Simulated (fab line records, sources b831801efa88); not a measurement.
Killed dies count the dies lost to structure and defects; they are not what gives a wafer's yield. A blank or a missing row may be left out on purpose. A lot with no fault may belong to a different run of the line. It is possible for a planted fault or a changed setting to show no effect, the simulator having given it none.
fab line records	flow sky130
record: lots: 13	wafers: 39	lastDay: 50
route steps=708 shown VT_ADJUST_HVTP@93 VT_ADJUST_NCORE@128 LDD_P@263 LI_CONTACT@384
lots untouched by any fault: they come from a run of this same line in which no faults occurred
startH: the number of hours between the record's first day and the start of the first shown wafer of the lot	waitH: hours elapsed since this lot's preceding step	" identical to the entry in the row above	L1.1+2: a single row standing in for several wafers	- value missing, or start not given	* or withheld: withheld	< > ~ a bound
route shown NAME@n: NAME is a module with steps in the file, n the number in the route of the first one	usual: average and standard deviation across the fault-free wafers	same: alike in all rows	chamber/n: place in a boat	sites: each site's reading	_std_site: standard deviation of those values	_edge_site: outer sites' mean less inner sites'	radiusMm: for every site, how far away it sits from the centre of the wafer	mask NAME#n: copy n	behind: tool/chamber where the wafer was last shaped	hold: cause of the lot's hold/its duration in hours/its outcome	device: names the non-switching transistor (n, p or np)	end of line: the same wafers' tests at the end of the route	a step without rows: its recipe alone	killed: the dies lost at the first sort to structure and to defects; this is not the yield of the wafer	map: shows each die of a wafer: x if killed, . if not, _ if none is there
set.NAME: setting as actually run; set.NAME@STEP: the setting as run at that earlier step	model.NAME: the simulator's own value behind a step, which no gauge read
steps of the route over a sample of lots; a table a step, a row a wafer
services: when a tool's chamber went out of use (startH, in hours from the record's first day, below 0 if earlier), for how many hours, and the reason
== steps ==
step: SKY_VT_ADJUST_HVTP_OVL_MEAS_08
usual: VT_ADJUST_HVTP_OVL: -0.5/1.6
lot.wafer	tool	chamber	startH	waitH	VT_ADJUST_HVTP_OVL[nm]
L829.1	overlay-02	-	121.14	0.1	-0.5
L829.4	"	-	"	"	0.5
L829.5	"	-	"	"	-0.6
L830.3	overlay-02	-	125.00	0.1	-2.0
L830.4	"	-	"	"	-1.3
L830.6	"	-	"	"	-1.0
L831.1	overlay-02	-	132.54	0.1	1.4
L831.5	"	-	"	"	1.1
L831.6	"	-	"	"	1.3
L833.2	overlay-01	-	143.64	0.1	-1.6
L833.3	"	-	"	"	-1.3
L833.5	"	-	"	"	-1.9
L836.1	overlay-02	-	167.91	0.1	-0.9
L836.5	"	-	"	"	-0.1
L836.6	"	-	"	"	0.1
L838.2	overlay-01	-	179.20	0.1	-0.6
L838.4	"	-	"	"	-3.3
L838.5	"	-	"	"	0.3
L839.1	overlay-01	-	194.21	0.1	-0.5
L839.3	"	-	"	"	-0.8
L839.5	"	-	"	"	-2.2
L842.4	overlay-02	-	205.22	0.1	-0.3
L842.5	"	-	"	"	0.0
L842.6	"	-	"	"	-0.4
L844.1	overlay-01	-	219.56	0.1	-0.3
L844.3	"	-	"	"	-2.2
L844.6	"	-	"	"	-2.1
L846.1	overlay-01	-	233.81	0.1	2.1
L846.3	"	-	"	"	-1.0
L846.4	"	-	"	"	-0.3
L849.4	overlay-01	-	252.40	0.1	0.2
L849.5	"	-	"	"	-1.2
L849.6	"	-	"	"	-0.9
L850.1	overlay-02	-	255.13	0.1	3.2
L850.3	"	-	"	"	0.9
L850.5	"	-	"	"	0.3
L851.2	overlay-02	-	259.60	0.1	0.4
L851.3	"	-	"	"	0.8
L851.6	"	-	"	"	0.7
step: SKY_VT_ADJUST_NCORE_IMPLANT_09
recipe: species: B	energyKev: 10	doseCm2: 2.4e+12	tiltDeg: withheld
usual: beamOnS: 10.03/0.2	faradayCurrentUA: 13.49/0.27
lot.wafer	tool	chamber	startH	waitH	beamOnS	faradayCurrentUA
L829.1	implanter-02	0	180.39	0.0	10.07	13.47
L829.4	"	0	"	"	9.99	13.58
L829.5	"	0	"	"	10.09	13.44
L830.3	implanter-04	0	183.89	0.1	10.10	13.41
L830.4	"	0	"	"	10.29	13.20
L830.6	"	0	"	"	10.24	13.20
L831.1	implanter-04	0	193.62	0.0	10.28	13.21
L831.5	"	0	"	"	9.90	13.66
L831.6	"	0	"	"	9.93	13.59
L833.2	implanter-01	0	204.97	0.0	10.18	13.31
L833.3	"	0	"	"	10.14	13.39
L833.5	"	0	"	"	10.14	13.35
L836.1	implanter-02	0	233.54	0.0	10.57	12.76
L836.5	"	0	"	"	10.02	13.54
L836.6	"	0	"	"	10.15	13.32
L838.2	implanter-01	0	245.92	0.0	10.41	12.93
L838.4	"	0	"	"	10.17	13.32
L838.5	"	0	"	"	9.85	13.71
L839.1	implanter-01	0	261.27	0.0	9.94	13.58
L839.3	"	0	"	"	10.12	13.29
L839.5	"	0	"	"	9.99	13.50
L842.4	implanter-02	0	274.27	0.1	10.18	13.29
L842.5	"	0	"	"	9.97	13.60
L842.6	"	0	"	"	10.18	13.28
L844.1	implanter-04	0	291.14	0.0	10.40	13.02
L844.3	"	0	"	"	9.97	13.54
L844.6	"	0	"	"	10.36	13.03
L846.1	implanter-02	0	306.27	0.0	11.77	11.55
L846.3	"	0	"	"	12.14	11.15
L846.4	"	0	"	"	11.65	11.63
L849.4	implanter-01	0	328.84	0.1	10.06	13.44
L849.5	"	0	"	"	9.67	13.97
L849.6	"	0	"	"	10.06	13.36
L850.1	implanter-01	0	330.62	0.0	10.11	13.34
L850.3	"	0	"	"	10.39	13.05
L850.5	"	0	"	"	9.95	13.60
L851.2	implanter-02	0	335.44	0.0	11.81	11.47
L851.3	"	0	"	"	11.77	11.54
L851.6	"	0	"	"	11.83	11.42
step: SKY_VT_ADJUST_NCORE_TW_MEAS_11
usual: VT_ADJUST_NCORE_TW: 218.6/1.5
lot.wafer	tool	chamber	startH	waitH	hold	VT_ADJUST_NCORE_TW
L829.1	filmMetro-04	-	180.64	0.1	-	216.1
L829.4	"	-	"	"	-	214.9
L829.5	"	-	"	"	-	216.1
L830.3	filmMetro-01	-	184.11	0.1	-	219.1
L830.4	"	-	"	"	-	219.7
L830.6	"	-	"	"	-	220.7
L831.1	filmMetro-04	-	193.87	0.1	-	218.8
L831.5	"	-	"	"	-	218.2
L831.6	"	-	"	"	-	218.5
L833.2	filmMetro-04	-	205.20	0.1	-	217.4
L833.3	"	-	"	"	-	218.3
L833.5	"	-	"	"	-	217.6
L836.1	filmMetro-03	-	233.79	0.1	-	218.2
L836.5	"	-	"	"	-	218.7
L836.6	"	-	"	"	-	219.5
L838.2	filmMetro-01	-	246.15	0.1	-	222.7
L838.4	"	-	"	"	-	220.9
L838.5	"	-	"	"	-	221.8
L839.1	filmMetro-04	-	261.52	0.1	-	218.6
L839.3	"	-	"	"	-	217.2
L839.5	"	-	"	"	-	218.3
L842.4	filmMetro-01	-	274.47	0.1	-	218.3
L842.5	"	-	"	"	-	218.5
L842.6	"	-	"	"	-	218.6
L844.1	filmMetro-03	-	291.39	0.1	-	217.5
L844.3	"	-	"	"	-	218.5
L844.6	"	-	"	"	-	218.3
L846.1	filmMetro-03	-	306.52	0.1	awaitDispo/0.2h/release	230.5
L846.3	"	-	"	"	awaitDispo/0.2h/release	229.8
L846.4	"	-	"	"	awaitDispo/0.2h/release	231.0
L846.1	filmMetro-03	-	306.74	0.2	-	230.4
L846.3	"	-	"	"	-	230.3
L846.4	"	-	"	"	-	230.4
L849.4	filmMetro-04	-	329.04	0.1	-	218.6
L849.5	"	-	"	"	-	216.0
L849.6	"	-	"	"	-	218.1
L850.1	filmMetro-01	-	330.87	0.1	-	219.4
L850.3	"	-	"	"	-	218.0
L850.5	"	-	"	"	-	218.4
L851.2	filmMetro-04	-	335.68	0.1	awaitDispo/0.2h/release	228.1
L851.3	"	-	"	"	awaitDispo/0.2h/release	228.7
L851.6	"	-	"	"	awaitDispo/0.2h/release	228.6
L851.2	filmMetro-04	-	335.90	0.2	-	228.4
L851.3	"	-	"	"	-	228.0
L851.6	"	-	"	"	-	228.4
step: SKY_LDD_P_OVL_MEAS_08
usual: LDD_P_OVL: -0.8/1.4
lot.wafer	tool	chamber	startH	waitH	LDD_P_OVL[nm]
L829.1	overlay-01	-	430.26	0.1	-2.6
L829.4	"	-	"	"	-3.1
L829.5	"	-	"	"	-1.3
L830.3	overlay-01	-	433.14	0.1	-0.5
L830.4	"	-	"	"	-1.8
L830.6	"	-	"	"	-0.3
L831.1	overlay-02	-	448.79	0.1	1.2
L831.5	"	-	"	"	0.3
L831.6	"	-	"	"	-0.7
L833.2	overlay-01	-	461.03	0.1	0.4
L833.3	"	-	"	"	2.0
L833.5	"	-	"	"	1.2
L836.1	overlay-01	-	502.97	0.1	-0.1
L836.5	"	-	"	"	0.4
L836.6	"	-	"	"	-0.9
L838.2	overlay-02	-	514.21	0.1	0.7
L838.4	"	-	"	"	0.1
L838.5	"	-	"	"	0.0
L839.1	overlay-02	-	532.94	0.1	-1.7
L839.3	"	-	"	"	-0.7
L839.5	"	-	"	"	-1.7
L842.4	overlay-02	-	551.41	0.1	-0.3
L842.5	"	-	"	"	1.4
L842.6	"	-	"	"	0.3
L844.1	overlay-01	-	570.64	0.1	-2.3
L844.3	"	-	"	"	-2.7
L844.6	"	-	"	"	-2.8
L846.1	overlay-02	-	587.82	0.1	1.9
L846.3	"	-	"	"	0.7
L846.4	"	-	"	"	0.7
L849.4	overlay-01	-	611.72	0.1	-2.6
L849.5	"	-	"	"	-1.5
L849.6	"	-	"	"	-2.7
L850.1	overlay-01	-	615.19	0.1	-1.4
L850.3	"	-	"	"	0.5
L850.5	"	-	"	"	-0.1
L851.2	overlay-01	-	619.86	0.1	-2.1
L851.3	"	-	"	"	-1.0
L851.6	"	-	"	"	-1.7
step: SKY_LI_CONTACT_RS_MEAS_22
recipe: thkMeasGauge: four-point-probe	reads: W_of_LI_CONTACT_CVD_21+TiN_of_LI_CONTACT_SPUTTER_20+Ti_of_LI_CONTACT_SPUTTER_19
usual: LI_CONTACT_W_RS: 0.284/0.0038
lot.wafer	tool	chamber	startH	waitH	LI_CONTACT_W_RS[ohm/sq]
L829.1	filmMetro-02	-	674.76	0.1	0.279
L829.4	"	-	"	"	0.281
L829.5	"	-	"	"	0.282
L830.3	filmMetro-02	-	677.75	0.1	0.291
L830.4	"	-	"	"	0.284
L830.6	"	-	"	"	0.282
L831.1	filmMetro-03	-	689.89	0.1	0.282
L831.5	"	-	"	"	0.286
L831.6	"	-	"	"	0.282
L833.2	filmMetro-01	-	701.03	0.1	0.288
L833.3	"	-	"	"	0.290
L833.5	"	-	"	"	0.286
L836.1	filmMetro-02	-	739.46	0.1	0.275
L836.5	"	-	"	"	0.276
L836.6	"	-	"	"	0.284
L838.2	filmMetro-03	-	751.13	0.1	0.287
L838.4	"	-	"	"	0.285
L838.5	"	-	"	"	0.286
L839.1	filmMetro-01	-	767.43	0.1	0.291
L839.3	"	-	"	"	0.284
L839.5	"	-	"	"	0.293
L842.4	filmMetro-01	-	782.39	0.1	0.288
L842.5	"	-	"	"	0.285
L842.6	"	-	"	"	0.280
L844.1	filmMetro-02	-	799.18	0.1	0.284
L844.3	"	-	"	"	0.293
L844.6	"	-	"	"	0.283
L846.1	filmMetro-02	-	812.38	0.1	0.283
L846.3	"	-	"	"	0.279
L846.4	"	-	"	"	0.289
L849.4	filmMetro-02	-	837.17	0.1	0.283
L849.5	"	-	"	"	0.288
L849.6	"	-	"	"	0.282
L850.1	filmMetro-03	-	839.61	0.1	0.286
L850.3	"	-	"	"	0.285
L850.5	"	-	"	"	0.288
L851.2	filmMetro-03	-	844.30	0.1	0.287
L851.3	"	-	"	"	0.290
L851.6	"	-	"	"	0.280
== services ==
tool	chamber	startH	hours	kind
implanter-02	-	199.21	6.1	pm
implanter-01	-	225.32	3.0	pm
implanter-01	-	231.84	3.8	pm
implanter-04	-	247.40	4.6	pm
implanter-04	-	273.38	3.3	repair
implanter-04	-	280.03	3.9	repair
implanter-02	-	290.97	2.7	repair
implanter-04	-	322.17	17.1	pm
== key ==
firstSign: step: SKY_VT_ADJUST_NCORE_IMPLANT_09	reading: beamOnS	direction: up	sigmas: 9	usual: 10.03	struck: 11.83
effect: step: SKY_VT_ADJUST_NCORE_IMPLANT_09	reading: faradayCurrentUA	direction: down	sigmas: 7.6	usual: 13.49	struck: 11.46
effect: step: SKY_VT_ADJUST_NCORE_TW_MEAS_11	reading: visit	direction: added
effect: step: SKY_VT_ADJUST_NCORE_TW_MEAS_11	reading: VT_ADJUST_NCORE_TW	direction: up	sigmas: 7.1	usual: 218.6	struck: 229.5
metAt SKY_VT_ADJUST_NCORE_IMPLANT_09
struckLots L846,L851
testerLeftOut L846,L851
notActingAt SKY_VT_ADJUST_HVTP_OVL_MEAS_08,SKY_LDD_P_OVL_MEAS_08,SKY_LI_CONTACT_RS_MEAS_22
onsetBetween 274.27 306.27
fault: kind: processParameterDrift	tool: implanter-02	chamber: -	onsetH: 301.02	steps: SKY_VT_ADJUST_NCORE_IMPLANT_09	channel: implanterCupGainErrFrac	offset: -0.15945	shape: step	endH: 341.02
testerLeftOut: of these lots the tester's yield and bins aren't shown, on N5 and GAA mostly nor the transistor test; their killed dies are dies lost to structure and defects alone, not to doping, threshold or leakage, so they don't give the yield
